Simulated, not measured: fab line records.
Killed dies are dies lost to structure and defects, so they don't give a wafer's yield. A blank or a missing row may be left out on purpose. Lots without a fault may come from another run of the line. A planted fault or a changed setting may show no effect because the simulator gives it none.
Matching of chambers + flow gf180mcu + rieDiel-01 running GF_SAB_ETCH_11: 4 sister chambers
The step etches SiO2 in C4F8/O2/Ar, target depth 55 nm, time 8.5 s. 7 wafers are shown with their chamber, then 7 later ones without.

WAFERS PAIRED WITH THEIR CHAMBERS
| wafer  | chamber | oesProductAu (a.u.) |
|--------|---------|---------------------|
| L819.4 | 0       | 0.991               |
| L823.3 | 0       | 0.976               |
| L824.2 | 1       | 0.991               |
| L824.3 | 3       | 1.015               |
| L824.5 | 2       | 1.012               |
| L831.1 | 1       | 0.999               |
| L831.2 | 2       | 1.009               |

WAFERS MISSING THEIR CHAMBER
| wafer  | oesProductAu (a.u.) |
|--------|---------------------|
| L831.4 | 0.988               |
| L840.3 | 1.023               |
| L840.4 | 1.002               |
| L840.5 | 0.989               |
| L842.1 | 1.012               |
| L842.2 | 1.007               |
| L842.4 | 0.993               |

WHICH CHAMBER EACH WENT THROUGH
| wafer  | from the rows above               | in truth |
|--------|-----------------------------------|----------|
| L831.4 | can't be placed: 0 or 1           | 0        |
| L840.3 | can't be placed: 3 or 2           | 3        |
| L840.4 | can't be placed: 1 or 2 or 3 or 0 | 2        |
| L840.5 | can't be placed: 0 or 1           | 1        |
| L842.1 | can't be placed: 2 or 3           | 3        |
| L842.2 | can't be placed: 2 or 3 or 1      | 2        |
| L842.4 | can't be placed: 1 or 0           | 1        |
Correct placement for 0 of the 7. From these rows, 7 cannot be placed; in 7 the true chamber is one of the candidates. Wrongly placed: 0.
How it was worked out, from the rows above alone: a wafer's distance from a chamber is the root of the sum, over the readings, of the square of ((its reading less the chamber's mean) divided by the reading's scatter). If the next closest chamber is less than 2 further off than the closest, the wafer can't be placed; otherwise it belongs to the closest. The mean given for a chamber averages the wafers shown for that chamber. The scatter is the square root of a quotient: the sum, over the shown wafers, of each reading's squared deviation from its chamber's mean, divided by wafers minus chambers.
